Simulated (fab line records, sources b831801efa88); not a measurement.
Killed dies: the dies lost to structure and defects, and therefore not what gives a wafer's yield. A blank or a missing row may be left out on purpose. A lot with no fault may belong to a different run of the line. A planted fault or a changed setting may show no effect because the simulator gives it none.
Which of the tools did it?    flow gf180mcu    12 lots, 36 wafers sampled, at 5 steps of a route of 602

## WHAT EACH GAUGE READ, for each wafer
GF_M5_OVL_MEAS_08.
lot   measured      on          M5_OVL (nm)
L742  day 26 07:45  overlay-01  5 4 2
L745  day 27 10:13  overlay-01  -4 -3 4
L749  day 28 16:16  overlay-02  -11 -1 -12
L750  day 28 18:48  overlay-01  -6 0 -3
L751  day 29 03:34  overlay-02  -3 4 -5
L753  day 29 17:58  overlay-01  -4 3 1
L755  day 30 06:52  overlay-01  -3 2 -3
L758  day 31 05:13  overlay-01  6 -5 0
L761  day 32 07:27  overlay-01  6 5 8
L763  day 32 12:37  overlay-01  -6 -6 -7
L765  day 32 20:51  overlay-02  -2 -5 -5
L764  day 32 23:17  overlay-01  0 -4 -4

GF_TOP_METAL_CD_MEAS_14: the cd target is 440 nm.
lot   measured      on        cdNm (nm)
L742  day 28 02:48  cdSem-01  442.2 442.4 439.4
L745  day 29 03:45  cdSem-01  441.2 441.3 440.1
L749  day 30 07:03  cdSem-02  439.2 441.0 440.0
L750  day 30 10:48  cdSem-01  437.1 438.5 436.7
L751  day 30 19:39  cdSem-02  442.4 442.8 441.3
L753  day 31 08:59  cdSem-01  438.0 440.1 438.3
L755  day 31 20:56  cdSem-01  437.7 439.0 438.4
L758  day 32 17:58  cdSem-02  438.3 438.3 438.6
L761  day 33 17:49  cdSem-02  462.4 463.0 462.7
L763  day 33 22:29  cdSem-02  461.5 461.7 462.7
L765  day 34 07:06  cdSem-01  441.9 441.6 439.2
L764  day 34 09:13  cdSem-02  438.5 438.4 441.0

## EACH LOT AND THE TOOL THAT RAN IT (in order: tool; ch and the chambers of the sampled wafers; start)
lot   GF_MIM_SPUTTER_02            GF_MIM_SPUTTER_04            GF_TOP_METAL_EXPOSE_11
L742  pvdSputter-03, day 24 12:35  pvdSputter-03, day 24 12:38  ilineStepper-02 ch 0, day 27 17:26
L745  pvdSputter-03, day 25 15:05  pvdSputter-03, day 25 15:08  ilineStepper-02 ch 0, day 28 18:52
L749  pvdSputter-01, day 27 00:37  pvdSputter-01, day 27 00:40  ilineStepper-01 ch 0, day 29 22:09
L750  pvdSputter-01, day 27 03:09  pvdSputter-01, day 27 03:12  ilineStepper-02 ch 0, day 30 01:07
L751  pvdSputter-01, day 27 11:46  pvdSputter-01, day 27 11:49  ilineStepper-02 ch 0, day 30 11:31
L753  pvdSputter-02, day 28 03:33  pvdSputter-02, day 28 03:36  ilineStepper-02 ch 0, day 30 23:47
L755  pvdSputter-02, day 28 16:53  pvdSputter-02, day 28 16:56  ilineStepper-01 ch 0, day 31 12:45
L758  pvdSputter-01, day 29 17:10  pvdSputter-01, day 29 17:13  ilineStepper-02 ch 0, day 32 09:46
L761  pvdSputter-03, day 30 19:47  pvdSputter-03, day 30 19:50  ilineStepper-02 ch 0, day 33 09:56
L763  pvdSputter-02, day 31 01:33  pvdSputter-02, day 31 01:36  ilineStepper-02 ch 0, day 33 15:28
L765  pvdSputter-03, day 31 11:25  pvdSputter-03, day 31 11:28  ilineStepper-01 ch 0, day 33 23:13
L764  pvdSputter-03, day 31 13:05  pvdSputter-03, day 31 13:08  ilineStepper-01 ch 0, day 34 01:43
- GF_MIM_SPUTTER_02: material AlCu, target thk 450 nm, time 23.9 s.
- GF_MIM_SPUTTER_04: material TiN, target thk 50 nm, time 41.7 s.
- GF_TOP_METAL_EXPOSE_11: exposes mask MetalTop, target cd 440 nm.

## AS READ BY THE TOOLS THEMSELVES (means over the sampled wafers that have a number; for cases with no such wafer, the mark the record gives instead)
GF_MIM_SPUTTER_02.
lot   tool           throttleValvePct (%)
L742  pvdSputter-03  29.7
L745  pvdSputter-03  29.0
L749  pvdSputter-01  29.8
L750  pvdSputter-01  29.9
L751  pvdSputter-01  30.0
L753  pvdSputter-02  30.2
L755  pvdSputter-02  30.4
L758  pvdSputter-01  29.8
L761  pvdSputter-03  29.7
L763  pvdSputter-02  29.8
L765  pvdSputter-03  29.1
L764  pvdSputter-03  29.8

GF_MIM_SPUTTER_04.
lot   tool           throttleValvePct (%)
L742  pvdSputter-03  29.7
L745  pvdSputter-03  29.1
L749  pvdSputter-01  29.8
L750  pvdSputter-01  30.1
L751  pvdSputter-01  30.2
L753  pvdSputter-02  30.2
L755  pvdSputter-02  30.3
L758  pvdSputter-01  29.8
L761  pvdSputter-03  29.8
L763  pvdSputter-02  29.9
L765  pvdSputter-03  29.1
L764  pvdSputter-03  29.7

GF_TOP_METAL_EXPOSE_11.
lot   tool             exposureDoseMJCm2
L742  ilineStepper-02  169.9
L745  ilineStepper-02  170.0
L749  ilineStepper-01  170.6
L750  ilineStepper-02  169.8
L751  ilineStepper-02  170.0
L753  ilineStepper-02  170.1
L755  ilineStepper-01  170.5
L758  ilineStepper-02  170.0
L761  ilineStepper-02  157.8
L763  ilineStepper-02  157.9
L765  ilineStepper-01  170.5
L764  ilineStepper-01  170.8

## THE ANSWER, worked out from the rows above alone
Rule: the usual values come from the lots themselves. The widest of any qualifying gaps counts: lots, ordered by their means at a reading, are off when they make up no more than a third of the lots, leave a main group of 4 or more, and stand apart from it by 3 or more times the standard deviation of that group's means. Not used: any main group whose means are identical at the precision the tables above print for the reading. Also off: a lot with no number at a reading for which 4 or more lots have one. The other lots that the step has rows for count as sound. First the gauges in route order, then the tools' own readings, where a lot's mean is used as printed above. At the first step where some lot is off, the reading lying furthest off is the one used; lots without a number count as furthest.
Off, at GF_TOP_METAL_CD_MEAS_14 on cdNm: L761, L763. Mean 439.8 nm and standard deviation 1.5 in the main group.
If a tool, at a process step before that reading, ran all the lots that are off and no sound lot after the first of them, it fits. Not tried: the gauges at GF_TOP_METAL_CD_MEAS_14; whatever is off there is also off at GF_TOP_METAL_EXPOSE_11, on other tools, and gauge error can't account for it. One fits: ilineStepper-02 at GF_TOP_METAL_EXPOSE_11. A fault onset in the window from L758 (day 32 09:46, its last sound lot) to L761 (day 33 09:56, its first lot off) fits.
The tool's own readings at GF_TOP_METAL_EXPOSE_11 bear it out: on the lots that are off they differ by more than 5 times the standard deviation of the sound lots' means. exposureDoseMJCm2 reads 157.9 there against 170.2 on the sound lots.

## WHAT HAD BEEN PUT IN BY THE SIMULATOR
Process parameters drifting: ilineStepper-02 at GF_TOP_METAL_EXPOSE_11, beginning at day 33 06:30. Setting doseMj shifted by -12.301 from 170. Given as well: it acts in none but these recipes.
Lots struck among those shown: L761, L763. This agrees with what the rule above found.
